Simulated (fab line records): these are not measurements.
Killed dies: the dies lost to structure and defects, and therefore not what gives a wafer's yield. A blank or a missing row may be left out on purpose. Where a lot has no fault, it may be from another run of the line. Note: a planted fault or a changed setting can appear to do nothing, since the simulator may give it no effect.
A struck lot beside a sound one | flow sky130 | 32 steps out of a route of 708
Sound: these wafers, L676.3, L676.4, L676.5. Struck: wafer L672.5. (L672.3 of the same lot was not struck and is left out.) The cause comes at the end.
Per side, at each step with rows, come the tool, then ch with its chambers, and then its first start. Under that, the readings that differ: sound wafers | struck wafers | difference of the means | sigmas: that difference in standard deviations of wafers without a fault.
alike: words and numbers the same on both sides, and readings whose means are apart by under 2 such deviations; not compared: readings that were withheld, readings missing a value for some wafer, numbers with overlapping values and no deviation given by the record, and bounds like >300 which may hide the same value.
Wherever a step has rows on one side only, a row that says differs or no value, or a row with sigmas, the two part there. When numbers do not overlap yet have no deviation, they are printed without sigmas and do not part them. A reading missing from all wafers of one side parts the sides only when that side holds two or more wafers.

first, 4 steps without rows for these wafers: SKY_LOCAL_INTERCONNECT_SOFTBAKE_07 (time 90 s); SKY_LOCAL_INTERCONNECT_EXPOSE_08 (exposes mask LI1M, target cd 170 nm); SKY_LOCAL_INTERCONNECT_PEB_09; SKY_LOCAL_INTERCONNECT_DEVELOP_10 (develop time 60 s).
SKY_LOCAL_INTERCONNECT_CD_MEAS_11: the cd target is 170 nm.
  sound: cd_sem-01 at day 33 15:08; struck: cd_sem-01 at day 32 08:44
  alike: cd_nm
SKY_LOCAL_INTERCONNECT_OVL_MEAS_12:
  sound: overlay-02 at day 33 15:14; struck: overlay-02 at day 32 08:50
  alike: LOCAL_INTERCONNECT_OVL
SKY_LOCAL_INTERCONNECT_ETCH_13: etches BARC in N2/H2, stops on SiO2, time 45.9 s, target depth 60 nm.
  sound on rie_metal-03 ch 0,1, day 33 15:17; struck on rie_metal-04 ch 1, day 32 08:53
  reading                     | sound       | struck | difference | sigmas
  drypump_motor_current_A (A) | 6.4 5.4 6.4 | 5.0    | -1.1       | -2
  alike: oes_product_au, rf_fwd_power_W, throttle_valve_pct
  not compared: rf_hours_counter_h
then, 1 step without rows for these wafers: SKY_LOCAL_INTERCONNECT_METAL_ETCH_14 (etches TiN in Cl2/BCl3, stops on PSG, target depth 110 nm, time 31.4 s).
SKY_LOCAL_INTERCONNECT_STRIP_15: strips in O2/N2.
  sound on plasma_asher-01 ch 0,1, day 33 15:24; struck on plasma_asher-03 ch 0, day 32 09:00
  alike: drypump_motor_current_A, oes_product_au, strip_time_to_endpoint_s
  not compared: rf_hours_counter_h
then, 3 steps without rows for these wafers: SKY_LOCAL_INTERCONNECT_STRIP_16 (strips in post etch residue remover, time 1200 s); SKY_LOCAL_INTERCONNECT_CLEAN_17 (cleans in IPA, time 180 s); SKY_LOCAL_INTERCONNECT_CLEAN_18 (cleans in O3/DIW).
SKY_CONTACT_CVD_00: deposits Si3N4, target thk 75 nm.
  sound on pecvd-03 ch 0,1,2, day 33 16:34; struck on pecvd-04 ch 2, day 32 09:34
  reading                                   | sound             | struck | difference | sigmas
  model.Si3N4_of_CONTACT_CVD_00.thk_nm (nm) | 73.61 74.33 75.57 | 71.44  | -3.06      |
  alike: heater_power_w
  not compared: rf_fwd_power_W, susceptor_temp_C
SKY_CONTACT_THK_MEAS_01:
  sound: film_metro-02 at day 33 16:37; struck: film_metro-01 at day 32 09:37
  reading                 | sound          | struck | difference | sigmas
  CONTACT_CVD_00_THK (nm) | 73.6 74.3 75.6 | 71.4   | -3.1       | -3
then, 1 step without rows for these wafers: SKY_CONTACT_HDPCVD_02 (deposits SiO2, target thk 565 nm, time 94.2 s).
SKY_CONTACT_THK_MEAS_03:
  sound: film_metro-03 at day 33 16:45; struck: film_metro-01 at day 32 09:45
  alike: CONTACT_HDPCVD_THK
SKY_CONTACT_CMP_04: polishes SiO2.
  sound on cmp-02 ch 1,2, day 33 16:47; struck on cmp-02 ch 0, day 32 09:47
  alike: motor_current_A
SKY_CONTACT_BOW_MEAS_05:
  sound: film_metro-03 at day 33 17:08; struck: film_metro-03 at day 32 10:08
  alike: CONTACT_BOW
then, 8 steps without rows for these wafers: SKY_CONTACT_DEHYDRATE_06 (time 60 s); SKY_CONTACT_HMDS_07 (prime time 60 s); SKY_CONTACT_COAT_08 (resist thk 60 nm); SKY_CONTACT_COAT_09 (resist thk 450 nm); SKY_CONTACT_SOFTBAKE_10 (time 90 s); SKY_CONTACT_EXPOSE_11 (exposes mask CTM1, target cd 170 nm); SKY_CONTACT_PEB_12; SKY_CONTACT_DEVELOP_13 (develop time 60 s).
SKY_CONTACT_CD_MEAS_14: the cd target is 170 nm.
  sound: cd_sem-02 at day 34 19:38; struck: cd_sem-01 at day 33 12:10
  alike: cd_nm
SKY_CONTACT_OVL_MEAS_15:
  sound: overlay-02 at day 34 19:43; struck: overlay-01 at day 33 12:15
  alike: CONTACT_OVL
then, 1 step without rows for these wafers: SKY_CONTACT_ETCH_16 (etches BARC in N2/H2, stops on SiO2, time 45.9 s, target depth 60 nm).
SKY_CONTACT_ETCH_17: etches SiO2 in C4F8/O2/Ar, stops on Si3N4, target depth 340 nm.
  sound on rie_diel-03 ch 2,3, day 34 19:47; struck on rie_diel-03 ch 3, day 33 12:19
  alike: oes_product_au, rf_fwd_power_W
SKY_CONTACT_ETCH_18: etches Si3N4 in CHF3/O2, stops on TiN, time 39 s, target depth 75 nm.
  sound on rie_diel-03 ch 2,3; struck on rie_diel-03 ch 3
  reading                  | sound             | struck | difference | sigmas
  oes_product_au (a.u.)    | 0.846 0.851 0.862 | 0.837  | -0.016     | -2
  model.etch.depth_nm (nm) | 73.61 74.33 75.57 | 71.44  | -3.06      |
  alike: drypump_motor_current_A, rf_fwd_power_W, throttle_valve_pct
  not compared: rf_hours_counter_h
SKY_CONTACT_STRIP_19: strips in O2/N2.
  sound on plasma_asher-03 ch 0,1, day 34 19:55; struck on plasma_asher-02 ch 1, day 33 12:26
  alike: drypump_motor_current_A, oes_product_au, strip_time_to_endpoint_s
  not compared: rf_hours_counter_h

WHERE THEY PART
First at SKY_LOCAL_INTERCONNECT_ETCH_13; last, within this record, at SKY_CONTACT_ETCH_18. Later steps at which nothing parts them and some readings are alike: SKY_CONTACT_STRIP_19.

WHY: the cause the simulator had injected
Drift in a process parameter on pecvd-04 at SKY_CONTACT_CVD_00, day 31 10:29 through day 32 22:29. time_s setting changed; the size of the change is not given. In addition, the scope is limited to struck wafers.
